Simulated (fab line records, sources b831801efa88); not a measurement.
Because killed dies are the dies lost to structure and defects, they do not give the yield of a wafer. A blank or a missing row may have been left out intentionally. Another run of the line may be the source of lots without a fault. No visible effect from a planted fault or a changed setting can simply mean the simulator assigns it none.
fab line records || flow sky130
[record] {"lots": 6, "wafers": 18, "last_day": 50}
route steps=708 shown SONOS_ONO@186 GATE_OXIDE@187 PAD_OPEN@708
lots untouched by any fault: they come from a run of this same line in which no faults occurred
start_h: hours from the record's opening day to when the first of the lot's shown wafers began || wait_h: how many hours have passed since the lot's step before this one || " unchanged from the row above || L1.1+2: one row covering several wafers at once || - no value present, or no start provided || * or withheld: withheld || < > ~ a bound
route shown NAME@n: names a module that has steps shown in the file, with the first one's number in the route || usual: mean/standard deviation taken from wafers without a fault || same: alike in all rows || chamber/n: place in a boat || sites: readings site by site || _std_site: their standard deviation || _edge_site: outer sites' mean less inner sites' || radius_mm: for every site, how far away it sits from the centre of the wafer || mask NAME#n: copy n || behind: the tool/chamber that last shaped the wafer || hold: why the lot was held/for how many hours/how that ended || device: which transistor (n, p or np) failed to switch || end of line: the same wafers' tests at the end of the route || step lacking rows: just its recipe || killed: at the first sort, the dies lost to defects and structure; wafer yield is something else || map: dies across one wafer; x = killed, . = not, _ = none there
set.NAME: the setting that was run; set.NAME@STEP: the one run at that earlier step || model.NAME: the simulator's own value behind a step, which no gauge read
lots seen at some steps along the route; tables by step, rows by wafer
services: a tool's chamber out of use, with start hour (start_h, from the record's first day; less than 0 if before it), hours out, and reason
[[steps]]
[step SKY_SONOS_ONO_WET_ETCH_18]
[recipe] {"chemistry": "H3PO4", "target_depth_nm": 15, "target": "Si3N4", "temp_c": 160, "time_s": 172}
[step SKY_GATE_OXIDE_CLEAN_00]
[recipe] {"chemistry": "SC1/SC2", "mix": "1:4:20", "temp_c": 70, "time_s": 150, "dry": "n2_spin"}
[step SKY_GATE_OXIDE_OXIDATION_01]
[recipe] {"temp_c": 900, "ambient": "O2", "stabilise_s": 600, "purge_s": 300, "target_thk_a": 102.68, "ox_time_s": 1473}
[step SKY_GATE_OXIDE_THK_MEAS_02]
[recipe] {"reads": "SiO2_of_GATE_OXIDE_OXIDATION_01"}
[usual] {"GATE_OXIDE_OXIDATION_00_THK": "10.31/0.17"}
{"lot.wafer": "L797.1", "tool": "film_metro-03", "chamber": "-", "start_h": 310.42, "wait_h": 0.0, "GATE_OXIDE_OXIDATION_00_THK[nm]": 10.39}
{"lot.wafer": "L797.3", "tool": "film_metro-03", "chamber": "-", "start_h": 310.42, "wait_h": 0.0, "GATE_OXIDE_OXIDATION_00_THK[nm]": 10.12}
{"lot.wafer": "L797.6", "tool": "film_metro-03", "chamber": "-", "start_h": 310.42, "wait_h": 0.0, "GATE_OXIDE_OXIDATION_00_THK[nm]": 10.49}
{"lot.wafer": "L798.2", "tool": "film_metro-01", "chamber": "-", "start_h": 318.05, "wait_h": 0.0, "GATE_OXIDE_OXIDATION_00_THK[nm]": 10.22}
{"lot.wafer": "L798.3", "tool": "film_metro-01", "chamber": "-", "start_h": 318.05, "wait_h": 0.0, "GATE_OXIDE_OXIDATION_00_THK[nm]": 10.17}
{"lot.wafer": "L798.4", "tool": "film_metro-01", "chamber": "-", "start_h": 318.05, "wait_h": 0.0, "GATE_OXIDE_OXIDATION_00_THK[nm]": 10.01}
{"lot.wafer": "L799.2", "tool": "film_metro-03", "chamber": "-", "start_h": 318.05, "wait_h": 0.0, "GATE_OXIDE_OXIDATION_00_THK[nm]": 10.33}
{"lot.wafer": "L799.5", "tool": "film_metro-03", "chamber": "-", "start_h": 318.05, "wait_h": 0.0, "GATE_OXIDE_OXIDATION_00_THK[nm]": 10.12}
{"lot.wafer": "L799.6", "tool": "film_metro-03", "chamber": "-", "start_h": 318.05, "wait_h": 0.0, "GATE_OXIDE_OXIDATION_00_THK[nm]": 10.41}
{"lot.wafer": "L809.1", "tool": "film_metro-03", "chamber": "-", "start_h": 404.31, "wait_h": 0.0, "GATE_OXIDE_OXIDATION_00_THK[nm]": 10.30}
{"lot.wafer": "L809.3", "tool": "film_metro-03", "chamber": "-", "start_h": 404.31, "wait_h": 0.0, "GATE_OXIDE_OXIDATION_00_THK[nm]": 10.24}
{"lot.wafer": "L809.4", "tool": "film_metro-03", "chamber": "-", "start_h": 404.31, "wait_h": 0.0, "GATE_OXIDE_OXIDATION_00_THK[nm]": 10.42}
{"lot.wafer": "L810.1", "tool": "film_metro-01", "chamber": "-", "start_h": 414.40, "wait_h": 0.0, "GATE_OXIDE_OXIDATION_00_THK[nm]": 10.41}
{"lot.wafer": "L810.2", "tool": "film_metro-01", "chamber": "-", "start_h": 414.40, "wait_h": 0.0, "GATE_OXIDE_OXIDATION_00_THK[nm]": 10.43}
{"lot.wafer": "L810.4", "tool": "film_metro-01", "chamber": "-", "start_h": 414.40, "wait_h": 0.0, "GATE_OXIDE_OXIDATION_00_THK[nm]": 10.21}
{"lot.wafer": "L813.1", "tool": "film_metro-03", "chamber": "-", "start_h": 449.04, "wait_h": 0.0, "GATE_OXIDE_OXIDATION_00_THK[nm]": 10.53}
{"lot.wafer": "L813.2", "tool": "film_metro-03", "chamber": "-", "start_h": 449.04, "wait_h": 0.0, "GATE_OXIDE_OXIDATION_00_THK[nm]": 10.54}
{"lot.wafer": "L813.3", "tool": "film_metro-03", "chamber": "-", "start_h": 449.04, "wait_h": 0.0, "GATE_OXIDE_OXIDATION_00_THK[nm]": 10.45}
[step SKY_GATE_OXIDE_DEHYDRATE_03]
[recipe] {"temp_c": 200, "time_s": 60}
[step SKY_GATE_OXIDE_HMDS_04]
[recipe] {"prime_time_s": 60, "prime_temp_c": 120}
[step SKY_GATE_OXIDE_COAT_05]
[recipe] {"resist": "NOVOLAK", "spin_rpm": 3000, "resist_thk_nm": 1140}
[step SKY_GATE_OXIDE_SOFTBAKE_06]
[recipe] {"temp_c": 90, "time_s": 60, "resist": "NOVOLAK"}
[step SKY_GATE_OXIDE_EXPOSE_07]
[recipe] {"mask_id": "LVOM", "na": 0.6, "source_shape": "conventional", "sigma_outer": 0.6, "polarization": "unpolarized", "target_cd_nm": 600, "dose_mj": 170}
[step SKY_GATE_OXIDE_PEB_08]
[recipe] {"temp_c": "withheld", "time_s": "*", "resist": "NOVOLAK"}
[step SKY_GATE_OXIDE_DEVELOP_09]
[recipe] {"resist": "NOVOLAK", "developer": "TMAH", "develop_time_s": 60, "dev_temp_c": 23}
[step SKY_GATE_OXIDE_OVL_MEAS_10]
[usual] {"GATE_OXIDE_OVL": "-0.2/1.4"}
{"lot.wafer": "L797.1", "tool": "overlay-02", "chamber": "-", "start_h": 336.18, "wait_h": 0.1, "GATE_OXIDE_OVL[nm]": -0.4}
{"lot.wafer": "L797.3", "tool": "overlay-02", "chamber": "-", "start_h": 336.18, "wait_h": 0.1, "GATE_OXIDE_OVL[nm]": -0.6}
{"lot.wafer": "L797.6", "tool": "overlay-02", "chamber": "-", "start_h": 336.18, "wait_h": 0.1, "GATE_OXIDE_OVL[nm]": -0.4}
{"lot.wafer": "L798.2", "tool": "overlay-02", "chamber": "-", "start_h": 344.24, "wait_h": 0.1, "GATE_OXIDE_OVL[nm]": -2.7}
{"lot.wafer": "L798.3", "tool": "overlay-02", "chamber": "-", "start_h": 344.24, "wait_h": 0.1, "GATE_OXIDE_OVL[nm]": -1.9}
{"lot.wafer": "L798.4", "tool": "overlay-02", "chamber": "-", "start_h": 344.24, "wait_h": 0.1, "GATE_OXIDE_OVL[nm]": -3.3}
{"lot.wafer": "L799.2", "tool": "overlay-01", "chamber": "-", "start_h": 344.70, "wait_h": 0.1, "GATE_OXIDE_OVL[nm]": -1.7}
{"lot.wafer": "L799.5", "tool": "overlay-01", "chamber": "-", "start_h": 344.70, "wait_h": 0.1, "GATE_OXIDE_OVL[nm]": -1.8}
{"lot.wafer": "L799.6", "tool": "overlay-01", "chamber": "-", "start_h": 344.70, "wait_h": 0.1, "GATE_OXIDE_OVL[nm]": 0.0}
{"lot.wafer": "L809.1", "tool": "overlay-01", "chamber": "-", "start_h": 434.34, "wait_h": 0.1, "GATE_OXIDE_OVL[nm]": 0.9}
{"lot.wafer": "L809.3", "tool": "overlay-01", "chamber": "-", "start_h": 434.34, "wait_h": 0.1, "GATE_OXIDE_OVL[nm]": 0.8}
{"lot.wafer": "L809.4", "tool": "overlay-01", "chamber": "-", "start_h": 434.34, "wait_h": 0.1, "GATE_OXIDE_OVL[nm]": 0.9}
{"lot.wafer": "L810.1", "tool": "overlay-02", "chamber": "-", "start_h": 444.94, "wait_h": 0.1, "GATE_OXIDE_OVL[nm]": -1.0}
{"lot.wafer": "L810.2", "tool": "overlay-02", "chamber": "-", "start_h": 444.94, "wait_h": 0.1, "GATE_OXIDE_OVL[nm]": -1.3}
{"lot.wafer": "L810.4", "tool": "overlay-02", "chamber": "-", "start_h": 444.94, "wait_h": 0.1, "GATE_OXIDE_OVL[nm]": -0.8}
{"lot.wafer": "L813.1", "tool": "overlay-02", "chamber": "-", "start_h": 479.89, "wait_h": 0.1, "GATE_OXIDE_OVL[nm]": 1.6}
{"lot.wafer": "L813.2", "tool": "overlay-02", "chamber": "-", "start_h": 479.89, "wait_h": 0.1, "GATE_OXIDE_OVL[nm]": 1.4}
{"lot.wafer": "L813.3", "tool": "overlay-02", "chamber": "-", "start_h": 479.89, "wait_h": 0.1, "GATE_OXIDE_OVL[nm]": 1.4}
[step SKY_GATE_OXIDE_IMPLANT_11]
[recipe] {"species": "B", "energy_kev": 10, "dose_cm2": 2.6e+12, "tilt_deg": "withheld"}
[usual] {"beam_energy_keV": "10.000/0.0031"}
{"lot.wafer": "L797.1", "tool": "implanter-04", "chamber": 0, "start_h": 336.22, "wait_h": 0.0, "beam_energy_keV": 10.003, "model.implant.rp_nm": 33.05, "model.implant.drp_nm": 17.11}
{"lot.wafer": "L797.3", "tool": "implanter-04", "chamber": 0, "start_h": 336.22, "wait_h": 0.0, "beam_energy_keV": 9.999, "model.implant.rp_nm": 33.05, "model.implant.drp_nm": 17.11}
{"lot.wafer": "L797.6", "tool": "implanter-04", "chamber": 0, "start_h": 336.22, "wait_h": 0.0, "beam_energy_keV": 9.999, "model.implant.rp_nm": 33.05, "model.implant.drp_nm": 17.11}
{"lot.wafer": "L798.2", "tool": "implanter-04", "chamber": 0, "start_h": 344.45, "wait_h": 0.2, "beam_energy_keV": 10.786, "model.implant.rp_nm": 36.66, "model.implant.drp_nm": 18.05}
{"lot.wafer": "L798.3", "tool": "implanter-04", "chamber": 0, "start_h": 344.45, "wait_h": 0.2, "beam_energy_keV": 10.792, "model.implant.rp_nm": 36.66, "model.implant.drp_nm": 18.05}
{"lot.wafer": "L798.4", "tool": "implanter-04", "chamber": 0, "start_h": 344.45, "wait_h": 0.2, "beam_energy_keV": 10.788, "model.implant.rp_nm": 36.66, "model.implant.drp_nm": 18.05}
{"lot.wafer": "L799.2", "tool": "implanter-04", "chamber": 0, "start_h": 344.90, "wait_h": 0.2, "beam_energy_keV": 10.791, "model.implant.rp_nm": 35.01, "model.implant.drp_nm": 18.05}
{"lot.wafer": "L799.5", "tool": "implanter-04", "chamber": 0, "start_h": 344.90, "wait_h": 0.2, "beam_energy_keV": 10.794, "model.implant.rp_nm": 35.01, "model.implant.drp_nm": 18.05}
{"lot.wafer": "L799.6", "tool": "implanter-04", "chamber": 0, "start_h": 344.90, "wait_h": 0.2, "beam_energy_keV": 10.789, "model.implant.rp_nm": 35.01, "model.implant.drp_nm": 18.05}
{"lot.wafer": "L809.1", "tool": "implanter-03", "chamber": 0, "start_h": 434.37, "wait_h": 0.0, "beam_energy_keV": 9.992, "model.implant.rp_nm": 32.61, "model.implant.drp_nm": 17.11}
{"lot.wafer": "L809.3", "tool": "implanter-03", "chamber": 0, "start_h": 434.37, "wait_h": 0.0, "beam_energy_keV": 9.999, "model.implant.rp_nm": 32.61, "model.implant.drp_nm": 17.11}
{"lot.wafer": "L809.4", "tool": "implanter-03", "chamber": 0, "start_h": 434.37, "wait_h": 0.0, "beam_energy_keV": 10.001, "model.implant.rp_nm": 32.61, "model.implant.drp_nm": 17.11}
{"lot.wafer": "L810.1", "tool": "implanter-04", "chamber": 0, "start_h": 444.98, "wait_h": 0.0, "beam_energy_keV": 10.000, "model.implant.rp_nm": 32.82, "model.implant.drp_nm": 17.11}
{"lot.wafer": "L810.2", "tool": "implanter-04", "chamber": 0, "start_h": 444.98, "wait_h": 0.0, "beam_energy_keV": 9.995, "model.implant.rp_nm": 32.82, "model.implant.drp_nm": 17.11}
{"lot.wafer": "L810.4", "tool": "implanter-04", "chamber": 0, "start_h": 444.98, "wait_h": 0.0, "beam_energy_keV": 10.000, "model.implant.rp_nm": 32.82, "model.implant.drp_nm": 17.11}
{"lot.wafer": "L813.1", "tool": "implanter-02", "chamber": 0, "start_h": 479.92, "wait_h": 0.0, "beam_energy_keV": 10.000, "model.implant.rp_nm": 33.05, "model.implant.drp_nm": 17.11}
{"lot.wafer": "L813.2", "tool": "implanter-02", "chamber": 0, "start_h": 479.92, "wait_h": 0.0, "beam_energy_keV": 10.001, "model.implant.rp_nm": 33.05, "model.implant.drp_nm": 17.11}
{"lot.wafer": "L813.3", "tool": "implanter-02", "chamber": 0, "start_h": 479.92, "wait_h": 0.0, "beam_energy_keV": 10.001, "model.implant.rp_nm": 33.05, "model.implant.drp_nm": 17.11}
[step SKY_GATE_OXIDE_WET_ETCH_12]
[recipe] {"chemistry": "dHF", "target_depth_nm": 16.8, "dry": "n2_spin", "target": "SiO2", "dilution": "100:1", "temp_c": 25, "time_s": 347.9}
[step SKY_PAD_OPEN_PROBE_99]
[usual] {"killed_at_M0_to_M3": "43/7.3", "killed_at_M4_up": "3.1/1.7", "killed_at_contacts": "24/4.7", "killed_at_front_end": "15/4.6", "killed_at_other": "0.3/0.55", "killed_dies": "86/9.7", "killed_open": "47/6.7", "killed_short": "39/6.5"}
[same] {"gross_dies": 492, "killed_at_back_side": 0}
{"lot.wafer": "L797.1", "tool": "prober-01", "chamber": "-", "start_h": 1089.10, "wait_h": 0.1, "killed_at_M0_to_M3": 60, "killed_at_M4_up": 3, "killed_at_contacts": 31, "killed_at_front_end": 13, "killed_at_other": 0, "killed_dies": 107, "killed_open": 62, "killed_short": 45, "model.etest.pfet_01v8_lvt.off_log10_a_um": -8.659}
{"lot.wafer": "L797.3", "tool": "prober-01", "chamber": "-", "start_h": 1089.20, "wait_h": 0.2, "killed_at_M0_to_M3": 53, "killed_at_M4_up": 1, "killed_at_contacts": 22, "killed_at_front_end": 23, "killed_at_other": 0, "killed_dies": 99, "killed_open": 54, "killed_short": 45, "model.etest.pfet_01v8_lvt.off_log10_a_um": -8.663}
{"lot.wafer": "L797.6", "tool": "prober-01", "chamber": "-", "start_h": 1089.35, "wait_h": 0.2, "killed_at_M0_to_M3": 55, "killed_at_M4_up": 4, "killed_at_contacts": 25, "killed_at_front_end": 13, "killed_at_other": 1, "killed_dies": 98, "killed_open": 58, "killed_short": 40, "model.etest.pfet_01v8_lvt.off_log10_a_um": -8.677}
{"lot.wafer": "L798.2", "tool": "prober-02", "chamber": "-", "start_h": 1099.42, "wait_h": 0.1, "killed_at_M0_to_M3": 43, "killed_at_M4_up": 3, "killed_at_contacts": 27, "killed_at_front_end": 16, "killed_at_other": 0, "killed_dies": 89, "killed_open": 53, "killed_short": 36, "model.etest.pfet_01v8_lvt.off_log10_a_um": -8.274}
{"lot.wafer": "L798.3", "tool": "prober-02", "chamber": "-", "start_h": 1099.47, "wait_h": 0.2, "killed_at_M0_to_M3": 38, "killed_at_M4_up": 1, "killed_at_contacts": 28, "killed_at_front_end": 20, "killed_at_other": 0, "killed_dies": 87, "killed_open": 46, "killed_short": 41, "model.etest.pfet_01v8_lvt.off_log10_a_um": -8.422}
{"lot.wafer": "L798.4", "tool": "prober-02", "chamber": "-", "start_h": 1099.52, "wait_h": 0.2, "killed_at_M0_to_M3": 43, "killed_at_M4_up": 1, "killed_at_contacts": 16, "killed_at_front_end": 14, "killed_at_other": 0, "killed_dies": 74, "killed_open": 43, "killed_short": 31, "model.etest.pfet_01v8_lvt.off_log10_a_um": -8.481}
{"lot.wafer": "L799.2", "tool": "prober-02", "chamber": "-", "start_h": 1100.80, "wait_h": 0.1, "killed_at_M0_to_M3": 53, "killed_at_M4_up": 2, "killed_at_contacts": 28, "killed_at_front_end": 20, "killed_at_other": 0, "killed_dies": 103, "killed_open": 59, "killed_short": 44, "model.etest.pfet_01v8_lvt.off_log10_a_um": -8.745}
{"lot.wafer": "L799.5", "tool": "prober-02", "chamber": "-", "start_h": 1100.95, "wait_h": 0.2, "killed_at_M0_to_M3": 53, "killed_at_M4_up": 8, "killed_at_contacts": 25, "killed_at_front_end": 24, "killed_at_other": 1, "killed_dies": 111, "killed_open": 60, "killed_short": 51, "model.etest.pfet_01v8_lvt.off_log10_a_um": -8.697}
{"lot.wafer": "L799.6", "tool": "prober-02", "chamber": "-", "start_h": 1101.00, "wait_h": 0.2, "killed_at_M0_to_M3": 38, "killed_at_M4_up": 2, "killed_at_contacts": 22, "killed_at_front_end": 13, "killed_at_other": 0, "killed_dies": 75, "killed_open": 43, "killed_short": 32, "model.etest.pfet_01v8_lvt.off_log10_a_um": -8.675}
{"lot.wafer": "L809.1", "tool": "prober-02", "chamber": "-", "start_h": 1154.24, "wait_h": 0.1, "killed_at_M0_to_M3": 28, "killed_at_M4_up": 3, "killed_at_contacts": 23, "killed_at_front_end": 13, "killed_at_other": 0, "killed_dies": 67, "killed_open": 35, "killed_short": 32, "model.etest.pfet_01v8_lvt.off_log10_a_um": -8.565}
{"lot.wafer": "L809.3", "tool": "prober-02", "chamber": "-", "start_h": 1154.34, "wait_h": 0.2, "killed_at_M0_to_M3": 33, "killed_at_M4_up": 5, "killed_at_contacts": 25, "killed_at_front_end": 18, "killed_at_other": 1, "killed_dies": 82, "killed_open": 46, "killed_short": 36, "model.etest.pfet_01v8_lvt.off_log10_a_um": -8.478}
{"lot.wafer": "L809.4", "tool": "prober-02", "chamber": "-", "start_h": 1154.39, "wait_h": 0.2, "killed_at_M0_to_M3": 31, "killed_at_M4_up": 2, "killed_at_contacts": 12, "killed_at_front_end": 21, "killed_at_other": 2, "killed_dies": 68, "killed_open": 40, "killed_short": 28, "model.etest.pfet_01v8_lvt.off_log10_a_um": -8.697}
{"lot.wafer": "L810.1", "tool": "prober-01", "chamber": "-", "start_h": 1160.34, "wait_h": 0.1, "killed_at_M0_to_M3": 39, "killed_at_M4_up": 3, "killed_at_contacts": 26, "killed_at_front_end": 13, "killed_at_other": 0, "killed_dies": 81, "killed_open": 47, "killed_short": 34, "model.etest.pfet_01v8_lvt.off_log10_a_um": -8.703}
{"lot.wafer": "L810.2", "tool": "prober-01", "chamber": "-", "start_h": 1160.39, "wait_h": 0.1, "killed_at_M0_to_M3": 40, "killed_at_M4_up": 5, "killed_at_contacts": 24, "killed_at_front_end": 11, "killed_at_other": 0, "killed_dies": 80, "killed_open": 39, "killed_short": 41, "model.etest.pfet_01v8_lvt.off_log10_a_um": -8.78}
{"lot.wafer": "L810.4", "tool": "prober-01", "chamber": "-", "start_h": 1160.49, "wait_h": 0.2, "killed_at_M0_to_M3": 51, "killed_at_M4_up": 3, "killed_at_contacts": 16, "killed_at_front_end": 8, "killed_at_other": 0, "killed_dies": 78, "killed_open": 40, "killed_short": 38, "model.etest.pfet_01v8_lvt.off_log10_a_um": -8.864}
{"lot.wafer": "L813.1", "tool": "prober-02", "chamber": "-", "start_h": 1195.26, "wait_h": 0.1, "killed_at_M0_to_M3": 32, "killed_at_M4_up": 2, "killed_at_contacts": 18, "killed_at_front_end": 15, "killed_at_other": 0, "killed_dies": 67, "killed_open": 36, "killed_short": 31, "model.etest.pfet_01v8_lvt.off_log10_a_um": -8.551}
{"lot.wafer": "L813.2", "tool": "prober-02", "chamber": "-", "start_h": 1195.31, "wait_h": 0.1, "killed_at_M0_to_M3": 40, "killed_at_M4_up": 4, "killed_at_contacts": 19, "killed_at_front_end": 13, "killed_at_other": 0, "killed_dies": 76, "killed_open": 44, "killed_short": 32, "model.etest.pfet_01v8_lvt.off_log10_a_um": -8.784}
{"lot.wafer": "L813.3", "tool": "prober-02", "chamber": "-", "start_h": 1195.36, "wait_h": 0.2, "killed_at_M0_to_M3": 45, "killed_at_M4_up": 3, "killed_at_contacts": 31, "killed_at_front_end": 10, "killed_at_other": 1, "killed_dies": 90, "killed_open": 48, "killed_short": 42, "model.etest.pfet_01v8_lvt.off_log10_a_um": -8.733}
// killed by level:class
L797.1 VIA1:geometric_particle:open=21 VIA2:geometric_particle:open=12 CONTACT:geometric_particle:open=9 LI_CONTACT:geometric_particle:short=8 CONTACT:geometric_particle:short=7 VIA1:geometric_particle:short=7 METAL2:geometric_particle:short=6 METAL1:geometric_particle:short=5
L797.3 FIELD_ISO:geometric_particle:open=10 VIA1:geometric_particle:open=10 VIA2:geometric_particle:open=8 CONTACT:geometric_particle:open=8 METAL1:geometric_particle:short=7 FIELD_ISO:geometric_particle:short=6 METAL2:geometric_particle:short=6 VIA2:geometric_particle:short=6
L797.6 VIA1:geometric_particle:open=16 CONTACT:geometric_particle:open=12 METAL2:geometric_particle:short=8 FIELD_ISO:geometric_particle:open=6 METAL1:geometric_particle:short=6 LI_CONTACT:geometric_particle:short=5 LI_CONTACT:geometric_particle:open=5 METAL2:geometric_particle:open=5
L798.2 VIA1:geometric_particle:open=14 LI_CONTACT:geometric_particle:open=8 CONTACT:geometric_particle:open=8 VIA2:geometric_particle:open=8 FIELD_ISO:geometric_particle:open=6 LOCAL_INTERCONNECT:geometric_particle:short=6 VIA1:geometric_particle:short=6 METAL1:geometric_particle:short=4
L798.3 CONTACT:geometric_particle:open=10 VIA1:geometric_particle:open=7 LI_CONTACT:geometric_particle:open=6 FIELD_ISO:geometric_particle:open=5 POLY_GATE:geometric_particle:short=5 VIA1:geometric_particle:short=5 METAL2:geometric_particle:short=5 METAL1:geometric_particle:short=5
L798.4 VIA3:geometric_particle:open=7 VIA1:geometric_particle:open=7 VIA2:geometric_particle:open=6 METAL2:geometric_particle:short=6 LI_CONTACT:geometric_particle:open=5 METAL1:geometric_particle:open=5 METAL1:geometric_particle:short=4 CONTACT:geometric_particle:short=4
L799.2 LI_CONTACT:geometric_particle:open=11 FIELD_ISO:geometric_particle:open=10 METAL1:geometric_particle:short=10 VIA1:geometric_particle:open=10 VIA2:geometric_particle:open=9 CONTACT:geometric_particle:open=6 CONTACT:geometric_particle:short=5 VIA1:geometric_particle:short=5
L799.5 VIA1:geometric_particle:open=16 CONTACT:geometric_particle:open=9 VIA3:geometric_particle:open=9 FIELD_ISO:geometric_particle:short=7 LI_CONTACT:geometric_particle:open=7 VIA2:geometric_particle:open=7 METAL1:geometric_particle:short=7 METAL4:geometric_particle:short=7
L799.6 VIA1:geometric_particle:open=12 VIA2:geometric_particle:open=8 CONTACT:geometric_particle:open=7 POLY_GATE:geometric_particle:short=6 LI_CONTACT:geometric_particle:open=6 VIA1:geometric_particle:short=5 VIA3:geometric_particle:open=4 LI_CONTACT:geometric_particle:short=3
L809.1 VIA1:geometric_particle:open=10 LI_CONTACT:geometric_particle:open=8 POLY_GATE:geometric_particle:short=6 LOCAL_INTERCONNECT:geometric_particle:short=5 CONTACT:geometric_particle:open=5 METAL1:geometric_particle:short=4 VIA1:geometric_particle:short=4 METAL2:geometric_particle:short=4
L809.3 CONTACT:geometric_particle:open=10 VIA3:geometric_particle:open=8 POLY_GATE:geometric_particle:open=7 VIA1:geometric_particle:open=7 VIA1:geometric_particle:short=6 LI_CONTACT:geometric_particle:open=5 CONTACT:geometric_particle:short=5 METAL4:geometric_particle:short=5
L809.4 VIA1:geometric_particle:open=8 VIA3:geometric_particle:open=5 POLY_GATE:geometric_particle:open=5 CONTACT:geometric_particle:open=5 FIELD_ISO:geometric_particle:short=4 POLY_GATE:geometric_particle:short=4 LI_CONTACT:geometric_particle:open=4 METAL1:geometric_particle:short=4
L810.1 VIA3:geometric_particle:open=10 CONTACT:geometric_particle:open=8 LI_CONTACT:geometric_particle:open=8 CONTACT:geometric_particle:short=8 VIA2:geometric_particle:open=6 POLY_GATE:geometric_particle:open=5 VIA1:geometric_particle:open=5 POLY_GATE:geometric_particle:short=4
L810.2 LI_CONTACT:geometric_particle:open=10 VIA1:geometric_particle:short=9 CONTACT:geometric_particle:short=6 METAL1:geometric_particle:short=6 VIA2:geometric_particle:open=6 VIA1:geometric_particle:open=4 METAL2:geometric_particle:short=4 FIELD_ISO:geometric_particle:open=3
L810.4 VIA1:geometric_particle:open=12 VIA3:geometric_particle:open=8 METAL1:geometric_particle:short=8 VIA1:geometric_particle:short=5 LI_CONTACT:geometric_particle:open=4 CONTACT:geometric_particle:short=4 CONTACT:geometric_particle:open=4 METAL1:geometric_particle:open=4
L813.1 CONTACT:geometric_particle:open=7 LI_CONTACT:geometric_particle:open=6 METAL1:geometric_particle:short=6 FIELD_ISO:geometric_particle:short=5 VIA1:geometric_particle:open=5 FIELD_ISO:geometric_particle:open=4 VIA1:geometric_particle:short=4 VIA3:geometric_particle:open=4
L813.2 CONTACT:geometric_particle:open=11 VIA1:geometric_particle:open=9 METAL2:geometric_particle:short=7 METAL1:geometric_particle:short=6 VIA3:geometric_particle:open=5 FIELD_ISO:geometric_particle:open=4 FIELD_ISO:geometric_particle:short=4 LI_CONTACT:geometric_particle:open=4
L813.3 CONTACT:geometric_particle:open=11 VIA2:geometric_particle:open=9 VIA1:geometric_particle:open=9 FIELD_ISO:geometric_particle:short=5 VIA3:geometric_particle:open=5 LI_CONTACT:geometric_particle:open=5 LOCAL_INTERCONNECT:geometric_particle:short=5 VIA1:geometric_particle:short=5
[[services]]
{"tool": "implanter-02", "chamber": "-", "start_h": 340.67, "hours": 4.7, "kind": "pm"}
{"tool": "implanter-03", "chamber": "-", "start_h": 344.09, "hours": 0.9, "kind": "repair"}
{"tool": "implanter-04", "chamber": "-", "start_h": 387.54, "hours": 2.5, "kind": "repair"}
{"tool": "implanter-02", "chamber": "-", "start_h": 404.12, "hours": 2.0, "kind": "repair"}
{"tool": "implanter-04", "chamber": "-", "start_h": 422.00, "hours": 2.1, "kind": "repair"}
{"tool": "implanter-02", "chamber": "-", "start_h": 457.42, "hours": 5.1, "kind": "repair"}
{"tool": "implanter-03", "chamber": "-", "start_h": 467.11, "hours": 4.3, "kind": "pm"}
[[key]]
[first_sign] {"step": "SKY_GATE_OXIDE_IMPLANT_11", "reading": "beam_energy_keV", "direction": "up", "sigmas": "99+", "usual": "*", "struck": "*"}
effect none on later readings
[model_effect] {"step": "SKY_GATE_OXIDE_IMPLANT_11", "value": "implant.rp_nm", "without": 33.25, "struck": 35.83}
[model_effect] {"step": "SKY_PAD_OPEN_PROBE_99", "value": "etest.pfet_01v8_lvt.off_log10_a_um", "without": -8.944, "struck": -8.549}
met_at SKY_GATE_OXIDE_IMPLANT_11
struck_wafers L798.2,L798.3,L798.4,L799.2,L799.5,L799.6
tester_left_out L798,L799
onset_between 336.22 344.45
[fault] {"kind": "process_parameter_drift", "tool": "implanter-04", "chamber": "-", "onset_h": 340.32, "steps": "SKY_GATE_OXIDE_IMPLANT_11", "channel": "energy_kev", "offset": "*", "shape": "step", "end_h": 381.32, "acts_in": "*", "stated": "*"}
// tester_left_out: of these lots the tester's yield and bins aren't shown, on N5 and GAA mostly nor the transistor test; their killed dies are dies lost to structure and defects alone, not to doping, threshold or leakage, so they don't give the yield
